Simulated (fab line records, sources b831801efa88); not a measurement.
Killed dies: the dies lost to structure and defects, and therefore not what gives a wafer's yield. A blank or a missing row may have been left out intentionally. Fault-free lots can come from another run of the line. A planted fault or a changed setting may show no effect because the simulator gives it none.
Struck lot and sound lot, side by side	flow gf180mcu	17 steps out of a route of 602
Sound: wafers L782.1, L782.3, L782.4. Struck: wafer L794.4. (L794.2, L794.6 of the same lot were not struck and are left out.) The cause comes at the end.
At each step with rows: each side's tool, then ch and its chambers, then its first start. Under that, the readings that differ: sound wafers	struck wafers	difference of the means	sigmas: that difference in standard deviations of wafers without a fault.
alike: readings whose means differ by less than 2 such deviations, and words and numbers that are the same on both sides. not compared: withheld readings, readings that some wafer has no value for, bounds like >300 that may hide the same value, and numbers for which the record gives no deviation and whose values overlap.
A row with sigmas, a row that says differs or no value, or rows on one side alone: a step with any of these is where the two part. Numbers that have no deviation but don't overlap get no sigmas and don't part them. Lack of a reading on every wafer of one side parts them only where that side has two or more wafers.

first, 4 steps without rows for these wafers: GF_M1_SOFTBAKE_10 (time 60 s); GF_M1_EXPOSE_11 (exposes mask Metal1, target cd 230 nm); GF_M1_PEB_12 (peb time 90 s); GF_M1_DEVELOP_13 (develop time 60 s).
GF_M1_CD_MEAS_14: target cd 230 nm.
  struck on cd-sem-01, day 23 10:53; sound on cd-sem-01, day 18 23:19
  alike: cd-nm
GF_M1_OVL_MEAS_15:
  struck on overlay-02, day 23 10:59; sound on overlay-02, day 18 23:26
  alike: M1_OVL
GF_M1_METAL_ETCH_16: etches the open film in Cl2/BCl3, stops on SiO2, target depth 750.8 nm, time 125.1 s.
  sound on rie-metal-02 ch 0,1, day 18 23:29; struck on rie-metal-04 ch 0, day 23 11:01
  alike: drypump-motor-current-A, mfc-cl2-sccm, oes-product-au, throttle-valve-pct
  not compared: rf-hours-counter-h
GF_M1_STRIP_17: strips in O2/N2.
  sound on plasma-asher-01 ch 0,1, day 18 23:37; struck on plasma-asher-02 ch 1, day 23 11:09
reading	sound	struck	difference	sigmas
heater-power-w (W)	320 324 239	440	+146	+3
  alike: drypump-motor-current-A, oes-product-au, strip-time-to-endpoint-s
  not compared: rf-hours-counter-h
then, 3 steps without rows for these wafers: GF_M1_STRIP_18 (strips in post etch residue remover, time 1200 s); GF_M1_CLEAN_19 (cleans in DIW); GF_V1_CVD_00 (deposits SiO2, target thk 600 nm, time 100 s).
GF_V1_THK_MEAS_01:
  struck on film-metro-02, day 23 11:48; sound on film-metro-03, day 19 00:13
  alike: V1_CVD_00_THK
GF_V1_CVD_02: deposits SiO2 from TEOS, target thk 850 nm, time 94.851 s.
  sound on pecvd-02 ch 0,1,2, day 19 00:17; struck on pecvd-01 ch 0, day 23 11:51
reading	sound	struck	difference	sigmas
run-length-s (s)	122.7 122.2 122.1	129.5	+7.2	+11
model.SiO2_of_V1_CVD_02.thk-nm (nm)	853.3 863.5 867.9	920.3	+58.7	
  alike: heater-power-w
  not compared: since-wet-clean-h
GF_V1_THK_MEAS_03:
  struck on film-metro-01, day 23 11:56; sound on film-metro-02, day 19 00:21
reading	sound	struck	difference	sigmas
V1_CVD_02_THK (nm)	853 863 867	920	+59	+5
GF_V1_CMP_04: polishes SiO2.
  sound on cmp-01 ch 0,2,3, day 19 00:28; struck on cmp-02 ch 2, day 23 11:59
reading	sound	struck	difference	sigmas
time-to-endpoint-s (s)	82 84 84	114	+31	+7
  alike: motor-current-A, platen-rpm
GF_V1_BOW_MEAS_05:
  struck on film-metro-03, day 23 12:18; sound on film-metro-03, day 19 00:43
  alike: V1_BOW
-- the record jumps here: 10 days lie between the struck wafers' starts before and after (it left off in module V1 and takes up again in module PASSIVATION, whose first step shown is number 602 of the route) --
GF_PASSIVATION_PROBE_99:
  only the struck wafers here have rows in the record (prober-01, day 33 20:36); the sound ones have none

== WHERE THEY PART ==
Earliest at GF_M1_STRIP_17; latest, in this record, at GF_PASSIVATION_PROBE_99.

WHY: the cause the simulator had injected
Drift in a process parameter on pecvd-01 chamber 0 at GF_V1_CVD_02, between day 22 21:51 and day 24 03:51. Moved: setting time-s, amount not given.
